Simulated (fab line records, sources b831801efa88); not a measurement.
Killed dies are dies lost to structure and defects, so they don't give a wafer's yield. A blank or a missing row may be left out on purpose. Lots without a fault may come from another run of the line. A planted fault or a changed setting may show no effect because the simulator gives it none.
Which tool did it? | flow gf180mcu | 13 lots, 39 wafers sampled, at 3 steps of a route of 602

WHAT THE GAUGES READ, wafer by wafer
GF_M3_THK_MEAS_06: measures by xrf. Usual: M3_ALCU_THK 449 nm, standard deviation 4.5.
lot  | measured     | on            | M3_ALCU_THK (nm) | flag
L884 | day 22 07:21 | film_metro-02 | 448 450 451      |
L885 | day 22 13:27 | film_metro-04 | 455 452 448      |
L887 | day 23 08:36 | film_metro-04 | 447 446 447      |
L890 | day 24 14:02 | film_metro-04 | 454 450 454      |
L891 | day 24 17:52 | film_metro-02 | 450 449 447      |
L892 | day 25 01:55 | film_metro-04 | 446 440 448      |
L893 | day 25 07:57 | film_metro-04 | 461 457 456      |
L895 | day 25 21:50 | film_metro-04 | 451 448 452      |
L896 | day 26 11:44 | film_metro-04 | 446 448 445      |
L898 | day 27 00:07 | film_metro-03 | 450 448 442      |
L899 | day 27 05:57 | film_metro-02 | 446 451 450      |
L900 | day 27 12:10 | film_metro-04 | 450 453 448      |
L902 | day 28 06:20 | film_metro-03 | 451 447 449      |

WHICH TOOL RAN EACH LOT (tool, then ch and the chambers of the sampled wafers, then the start)
lot  | GF_V1_CMP_04                  | GF_V2_ETCH_16
L884 | cmp-01 ch 2,3, day 19 01:27   | rie_diel-01 ch 1,2, day 22 05:39
L885 | cmp-02 ch 0,1, day 19 08:22   | rie_diel-01 ch 0,1, day 22 11:44
L887 | cmp-01 ch 1,2,3, day 20 05:05 | rie_diel-01 ch 0,2, day 23 06:53
L890 | cmp-02 ch 0,2,3, day 21 11:50 | rie_diel-04 ch 2,3, day 24 12:20
L891 | cmp-02 ch 0,1,3, day 21 16:05 | rie_diel-03 ch 0,3, day 24 16:08
L892 | cmp-02 ch 1,2,3, day 22 01:53 | rie_diel-03 ch 0,2,3, day 24 23:59
L893 | cmp-01 ch 0,2,3, day 22 06:56 | rie_diel-04 ch 0,1,3, day 25 06:15
L895 | cmp-02 ch 1,2,3, day 22 22:02 | rie_diel-04 ch 0,2,3, day 25 20:07
L896 | cmp-01 ch 0,2, day 23 13:02   | rie_diel-01 ch 0,2, day 26 09:56
L898 | cmp-01 ch 0,1,3, day 24 02:29 | rie_diel-03 ch 0,1,3, day 26 22:21
L899 | cmp-02 ch 0,2,3, day 24 08:26 | rie_diel-03 ch 0,1,3, day 27 04:12
L900 | cmp-01 ch 0,2,3, day 24 16:25 | rie_diel-04 ch 0,2,3, day 27 10:23
L902 | cmp-02 ch 0,2,3, day 25 10:19 | rie_diel-03 ch 1,2,3, day 28 04:29
- GF_V1_CMP_04: polishes SiO2.
- GF_V2_ETCH_16: etches BARC in N2/H2.

WHAT THE TOOLS THEMSELVES READ (means of the sampled wafers that have a number; where no wafer has one, the mark that the record gives instead)
GF_V1_CMP_04. Usual: motor_current_A 11.7 A, standard deviation 0.76; platen_rpm 60.00 rpm, standard deviation 0.039; time_to_endpoint_s 84 s, standard deviation 5.2.
lot  | tool   | motor_current_A (A) | platen_rpm (rpm) | time_to_endpoint_s (s) | flag
L884 | cmp-01 | 12.3                | 60.04            | 92                     |
L885 | cmp-02 | 12.2                | 60.05            | 85                     |
L887 | cmp-01 | 12.0                | 59.99            | 82                     |
L890 | cmp-02 | 11.4                | 59.98            | 87                     |
L891 | cmp-02 | 11.7                | 60.02            | 87                     |
L892 | cmp-02 | 11.6                | 60.00            | 84                     |
L893 | cmp-01 | 11.8                | 60.00            | 81                     |
L895 | cmp-02 | 11.4                | 60.01            | 88                     |
L896 | cmp-01 | 12.5                | 60.06            | 84                     |
L898 | cmp-01 | 11.3                | 60.01            | 81                     |
L899 | cmp-02 | 11.7                | 60.00            | 87                     |
L900 | cmp-01 | 12.1                | 60.00            | 88                     |
L902 | cmp-02 | 12.0                | 60.02            | 79                     |

GF_V2_ETCH_16. Usual: chamber_pressure_mTorr 29.999 mTorr, standard deviation 0.029; drypump_motor_current_A 5.6 A, standard deviation 0.47; oes_product_au 0.854 a.u., standard deviation 0.0043; rf_fwd_power_W 495.6 W, standard deviation 1.8; throttle_valve_pct 13.225 %, standard deviation 0.0092.
lot  | tool        | chamber_pressure_mTorr (mTorr) | drypump_motor_current_A (A) | oes_product_au (a.u.) | rf_fwd_power_W (W) | throttle_valve_pct (%) | flag
L884 | rie_diel-01 | 29.990                         | 5.5                         | 0.852                 | 494.1              | 13.230                 |
L885 | rie_diel-01 | 30.017                         | 5.5                         | 0.856                 | 575.1              | 13.238                 | OFF
L887 | rie_diel-01 | 29.987                         | 5.2                         | 0.851                 | 575.3              | 13.224                 | OFF
L890 | rie_diel-04 | 30.030                         | 6.0                         | 0.848                 | 493.6              | 13.225                 |
L891 | rie_diel-03 | 29.989                         | 5.5                         | 0.858                 | 495.5              | 13.225                 |
L892 | rie_diel-03 | 30.010                         | 5.4                         | 0.854                 | 495.7              | 13.224                 |
L893 | rie_diel-04 | 29.987                         | 5.9                         | 0.851                 | 495.9              | 13.215                 |
L895 | rie_diel-04 | 30.010                         | 6.0                         | 0.858                 | 496.2              | 13.235                 |
L896 | rie_diel-01 | 30.013                         | 5.3                         | 0.858                 | 495.4              | 13.227                 |
L898 | rie_diel-03 | 29.993                         | 5.6                         | 0.855                 | 495.7              | 13.231                 |
L899 | rie_diel-03 | 30.001                         | 5.6                         | 0.856                 | 494.9              | 13.226                 |
L900 | rie_diel-04 | 30.004                         | 6.0                         | 0.853                 | 494.9              | 13.222                 |
L902 | rie_diel-03 | 30.010                         | 5.4                         | 0.852                 | 496.8              | 13.223                 |

THE ANSWER, worked out from the rows above alone
Rule: a lot is off if the mean of its wafers that have a number lies more than 3 standard deviations from the usual mean. A lot without any number at a reading at which 4 lots or more have one is off too. The other lots that the step has rows for count as sound. The gauges are gone through in route order, then the tools' own readings, and for those a lot's mean is taken as printed above. The first step at which some lot is off is used, and at that step the reading that is off furthest; a lot without a number counts as furthest.
Off: L885, L887, at GF_V2_ETCH_16 (rf_fwd_power_W).
A tool fits if, at that step or a process step before it, it ran every lot that is off, and no sound lot after the first of them. None of those tried fits.

WHAT THE SIMULATOR HAD PUT IN
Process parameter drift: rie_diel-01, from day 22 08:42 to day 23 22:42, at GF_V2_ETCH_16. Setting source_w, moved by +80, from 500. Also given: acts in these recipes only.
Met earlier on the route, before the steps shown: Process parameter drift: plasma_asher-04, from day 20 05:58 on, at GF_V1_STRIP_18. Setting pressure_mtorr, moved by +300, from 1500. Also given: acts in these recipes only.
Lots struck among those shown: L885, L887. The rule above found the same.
